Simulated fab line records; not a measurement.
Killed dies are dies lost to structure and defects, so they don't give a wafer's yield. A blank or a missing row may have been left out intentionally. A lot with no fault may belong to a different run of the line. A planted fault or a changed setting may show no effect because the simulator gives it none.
Which of the tools did it? -- flow gf180mcu -- 14 lots, 42 wafers sampled, at 3 steps of a route of 602

## WHAT EACH GAUGE READ, for each wafer
GF_CONTACT_THK_MEAS_01. Usual: CONTACT_CVD_00_THK 300.1 nm, standard deviation 2.8.
lot,measured,on,CONTACT_CVD_00_THK (nm),flag
L679,day 15 10:26,film_metro-01,304.7 300.1 302.3,
L680,day 15 15:38,film_metro-01,299.6 305.2 303.4,
L681,day 16 06:31,film_metro-01,302.2 299.7 299.8,
L682,day 16 23:02,film_metro-04,298.3 302.9 303.1,
L683,day 17 08:05,film_metro-04,302.8 300.0 303.2,
L684,day 17 22:47,film_metro-01,300.1 300.9 298.4,
L685,day 18 07:11,film_metro-04,301.5 301.7 303.8,
L687,day 18 13:57,film_metro-02,301.3 301.0 301.3,
L688,day 19 07:41,film_metro-04,303.3 304.4 304.1,
L690,day 19 18:07,film_metro-02,299.5 293.7 300.3,
L698,day 22 16:22,film_metro-04,300.1 299.8 300.6,
L699,day 22 17:37,film_metro-02,297.7 296.9 295.8,
L701,day 23 18:13,film_metro-01,295.9 296.4 294.0,
L702,day 23 15:47,film_metro-01,301.2 302.5 300.4,

## WHICH TOOL RAN EACH LOT (tool, then ch and the chambers of the sampled wafers, then the start)
lot,GF_DUAL_GATE_OXIDATION_15,GF_POLY_GATE_ETCH_13
L679,"furnace-02 ch 0, day 8 11:52","rie_si-02 ch 0,2, day 9 08:47"
L680,"furnace-01 ch 0, day 8 17:40","rie_si-02 ch 0,1,3, day 9 14:14"
L681,"furnace-01 ch 0, day 9 05:21","rie_si-02 ch 1,3, day 10 01:47"
L682,"furnace-01 ch 0, day 9 17:47","rie_si-01 ch 0,1,3, day 10 15:40"
L683,"furnace-01 ch 0, day 10 00:24","rie_si-02 ch 0,2,3, day 10 22:14"
L684,"furnace-01 ch 0, day 10 11:26","rie_si-01 ch 0,1,2, day 11 08:53"
L685,"furnace-02 ch 0, day 10 17:29","rie_si-02 ch 0,1,2, day 11 15:53"
L687,"furnace-01 ch 0, day 11 01:17","rie_si-01 ch 0,2,3, day 11 23:08"
L688,"furnace-01 ch 0, day 11 13:41","rie_si-01 ch 1,2,3, day 12 11:59"
L690,"furnace-01 ch 0, day 11 21:59","rie_si-02 ch 0,1,3, day 12 21:47"
L698,"furnace-01 ch 0, day 14 06:47","rie_si-01 ch 1,2,3, day 15 07:55"
L699,"furnace-01 ch 0, day 14 08:20","rie_si-02 ch 0,1,2, day 15 09:17"
L701,"furnace-02 ch 0, day 15 05:41","rie_si-02 ch 0,3, day 16 08:51"
L702,"furnace-02 ch 0, day 15 05:41","rie_si-01 ch 0,1, day 16 08:32"
- GF_DUAL_GATE_OXIDATION_15: stabilise 600 s, purge 300 s, target thk 7.098 nm.
- GF_POLY_GATE_ETCH_13: etches poly-Si in HBr/Cl2, stops on SiO2, target depth 198.5 nm, time 69.6 s.

## AS READ BY THE TOOLS THEMSELVES (means over the sampled wafers that have a number; for cases with no such wafer, the mark the record gives instead)
GF_POLY_GATE_ETCH_13. Usual: drypump_motor_current_A 5.8 A, standard deviation 0.47; oes_product_au 0.991 a.u., standard deviation 0.0062; rf_fwd_power_W 396.9 W, standard deviation 2; throttle_valve_pct 33.685 %, standard deviation 0.0087.
lot,tool,drypump_motor_current_A (A),oes_product_au (a.u.),rf_fwd_power_W (W),throttle_valve_pct (%),flag
L679,rie_si-02,5.7,0.993,397.6,33.686,
L680,rie_si-02,5.5,0.999,395.8,33.679,
L681,rie_si-02,5.4,0.996,394.9,33.687,
L682,rie_si-01,6.2,0.997,396.8,33.683,
L683,rie_si-02,5.9,0.990,398.6,33.689,
L684,rie_si-01,5.9,0.984,397.6,33.686,
L685,rie_si-02,5.7,0.986,396.9,33.685,
L687,rie_si-01,6.0,0.983,396.7,33.688,
L688,rie_si-01,6.1,0.993,395.9,33.685,
L690,rie_si-02,5.5,0.987,394.8,33.689,
L698,rie_si-01,6.1,0.996,395.2,33.686,
L699,rie_si-02,5.7,0.993,396.2,33.667,
L701,rie_si-02,5.7,0.997,396.0,33.690,
L702,rie_si-01,6.1,0.990,399.2,33.683,

## THE ANSWER, worked out from the rows above alone
Rule: take the mean of a lot's wafers that have a number; if it is more than 3 standard deviations from the usual mean, the lot is off. A lot without any number at a reading at which 4 lots or more have one is off too. The other lots that the step has rows for count as sound. Order of review: gauges by route order, followed by the tools' own readings, for which a lot's mean as printed above is used. At the first step where some lot is off, the reading lying furthest off is the one used; lots without a number count as furthest.
No lot is off at any reading shown: from this, nothing can be told.

## WHAT WAS PUT IN BY THE SIMULATOR
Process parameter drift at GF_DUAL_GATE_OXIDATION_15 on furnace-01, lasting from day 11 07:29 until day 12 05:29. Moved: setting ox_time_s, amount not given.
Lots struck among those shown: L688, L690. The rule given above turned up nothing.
